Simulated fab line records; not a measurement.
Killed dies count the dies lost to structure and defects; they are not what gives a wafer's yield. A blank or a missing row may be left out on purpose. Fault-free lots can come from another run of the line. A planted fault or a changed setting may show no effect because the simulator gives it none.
Chamber matching | flow gf180mcu | 4 sister chambers for GF_CONTACT_ETCH_16 on rie diel-02
The step etches BARC in N2/H2. 18 wafers are shown with their chamber, then 9 later ones without.

WAFERS, EACH WITH ITS CHAMBER
wafer  | chamber | drypump motor current A (A) | oes product au (a.u.) | throttle valve pct (%)
L075.1 | 0       | 5.7                         | 0.845                 | 13.233
L075.3 | 1       | 6.6                         | 0.854                 | 13.215
L075.6 | 1       | 6.6                         | 0.845                 | 13.236
L076.2 | 1       | 6.6                         | 0.850                 | 13.236
L076.3 | 0       | 5.7                         | 0.857                 | 13.216
L076.4 | 1       | 6.6                         | 0.856                 | 13.216
L077.2 | 3       | 6.4                         | 0.850                 | 13.213
L077.3 | 0       | 5.7                         | 0.860                 | 13.214
L077.5 | 2       | 5.5                         | 0.851                 | 13.220
L083.1 | 3       | 6.4                         | 0.854                 | 13.228
L083.2 | 0       | 5.6                         | 0.856                 | 13.217
L083.3 | 2       | 5.5                         | 0.851                 | 13.235
L083.4 | 1       | 6.6                         | 0.848                 | 13.226
L083.5 | 0       | 5.7                         | 0.861                 | 13.235
L083.6 | 3       | 6.4                         | 0.849                 | 13.218
L085.2 | 3       | 6.4                         | 0.852                 | 13.239
L085.4 | 0       | 5.7                         | 0.860                 | 13.221
L085.5 | 0       | 5.7                         | 0.853                 | 13.211

SIGNATURES, as means of the wafers listed above
reading                 | chamber 0 | chamber 1 | chamber 2 | chamber 3 | scatter within a chamber
drypump motor current A | 5.686     | 6.600     | 5.500     | 6.400     | 0.0247
oes product au          | 0.85600   | 0.85060   | 0.85100   | 0.85125   | 0.00449
throttle valve pct      | 13.22100  | 13.22580  | 13.22750  | 13.22450  | 0.0102
Rule: a wafer lies at a distance from a chamber equal to the root of the sum of squares, over the readings, of (its reading less the chamber's mean, divided by the reading's scatter). The wafer belongs to the nearest chamber; if the next one is less than 2 further off, it can't be placed. The scatter is the square root of a quotient: the sum, over the shown wafers, of each reading's squared deviation from its chamber's mean, divided by wafers minus chambers.

WAFERS WITH NO CHAMBER GIVEN
wafer  | drypump motor current A (A) | oes product au (a.u.) | throttle valve pct (%)
L090.1 | 6.7                         | 0.859                 | 13.214
L090.2 | 5.7                         | 0.849                 | 13.217
L090.3 | 5.5                         | 0.864                 | 13.201
L094.2 | 5.7                         | 0.866                 | 13.215
L094.5 | 6.7                         | 0.852                 | 13.225
L094.6 | 5.7                         | 0.854                 | 13.237
L097.3 | 5.7                         | 0.856                 | 13.233
L097.4 | 5.7                         | 0.852                 | 13.224
L097.5 | 5.5                         | 0.846                 | 13.226

WHICH CHAMBER EACH ONE RAN IN
wafer  | from the rows above | in truth
L090.1 | 1                   | 1
L090.2 | 0                   | 0
L090.3 | 2                   | 2
L094.2 | 0                   | 0
L094.5 | 1                   | 1
L094.6 | 0                   | 0
L097.3 | 0                   | 0
L097.4 | 0                   | 0
L097.5 | 2                   | 2
9 of 9 placed correctly. Not placeable from these rows: 0. Number placed wrongly: 0.
